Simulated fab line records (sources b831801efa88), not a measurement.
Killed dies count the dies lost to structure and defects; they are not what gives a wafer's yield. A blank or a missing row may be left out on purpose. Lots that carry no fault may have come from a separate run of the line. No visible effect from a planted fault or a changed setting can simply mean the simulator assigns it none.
The tool behind it: which one? | flow sky130 | 10 lots with 30 wafers sampled at 3 steps, on a route of 708 steps

== WHAT THE GAUGES READ, wafer by wafer ==
SKY_CAP2M_RS_MEAS_03: uses a four-point probe to measure.
lot  | measured     | on            | CAP2M_TIN_RS (ohm/sq)
L305 | day 39 18:56 | film-metro-03 | 6.97 7.03 6.94
L310 | day 41 13:59 | film-metro-01 | 6.98 6.88 7.04
L311 | day 42 19:43 | film-metro-03 | 6.87 6.83 6.98
L317 | day 43 09:03 | film-metro-04 | 15.61 6.95 6.87
L321 | day 44 12:14 | film-metro-01 | 6.75 6.84 6.72
L322 | day 44 12:49 | film-metro-01 | 7.08 6.92 6.95
L323 | day 44 22:52 | film-metro-01 | 6.87 6.87 6.79
L324 | day 45 06:23 | film-metro-03 | 6.71 6.96 6.95
L325 | day 45 09:06 | film-metro-04 | 6.75 6.96 6.81
L327 | day 45 22:43 | film-metro-04 | 6.86 6.79 6.98

== WHAT TOOL EACH LOT RAN ON (gives the tool, then ch and the chambers of the sampled wafers, and finally the start) ==
lot  | SKY_VIA3_ETCH_14                   | SKY_CAP2M_SPUTTER_02
L305 | rie-diel-02 ch 0,1,2, day 39 17:11 | pvd-sputter-03, day 39 18:49
L310 | rie-diel-02 ch 1,2,3, day 41 11:50 | pvd-sputter-01, day 41 13:52
L311 | rie-diel-04 ch 0,3, day 42 17:56   | pvd-sputter-03, day 42 19:36
L317 | rie-diel-04 ch 1,3, day 43 07:20   | pvd-sputter-03, day 43 08:57
L321 | rie-diel-02 ch 1,2,3, day 44 10:32 | pvd-sputter-01, day 44 12:08
L322 | rie-diel-04 ch 0,2,3, day 44 11:05 | pvd-sputter-03, day 44 12:41
L323 | rie-diel-02 ch 2,3, day 44 21:08   | pvd-sputter-01, day 44 22:44
L324 | rie-diel-02 ch 0,1,2, day 45 04:40 | pvd-sputter-02, day 45 06:17
L325 | rie-diel-02 ch 2,3, day 45 07:20   | pvd-sputter-02, day 45 08:58
L327 | rie-diel-04 ch 0,2,3, day 45 20:59 | pvd-sputter-01, day 45 22:35
- SKY_VIA3_ETCH_14: etches BARC in N2/H2, stops on SiO2, time 45.9 s, target depth 60 nm.
- SKY_CAP2M_SPUTTER_02: material TiN, target thk 200 nm, time 166.7 s.

== THE ANSWER, worked out from the rows above alone ==
Rule: the lots themselves supply what counts as usual. Put in order of their means at a reading, lots are off if they are a third of the lots or fewer, leave a main group of 4 or more, and stand apart from it by a gap of 3 or more times the standard deviation of the main group's means; of several such gaps the widest counts. Not used: any main group whose means are identical at the precision the tables above print for the reading. Also off: a lot with no number at a reading for which 4 or more lots have one. Where the step has rows for the other lots, those lots are counted as sound.
Off: L317, at SKY_CAP2M_RS_MEAS_03 (CAP2M_TIN_RS). Mean 6.89 ohm/sq and standard deviation 0.068 in the main group.
If a tool, at a process step before that reading, ran all the lots that are off and no sound lot after the first of them, it fits. Gauges at SKY_CAP2M_RS_MEAS_03: tried the same way as those tools. Not one of the candidates tried fits.

== WHAT THE SIMULATOR HAD INSERTED ==
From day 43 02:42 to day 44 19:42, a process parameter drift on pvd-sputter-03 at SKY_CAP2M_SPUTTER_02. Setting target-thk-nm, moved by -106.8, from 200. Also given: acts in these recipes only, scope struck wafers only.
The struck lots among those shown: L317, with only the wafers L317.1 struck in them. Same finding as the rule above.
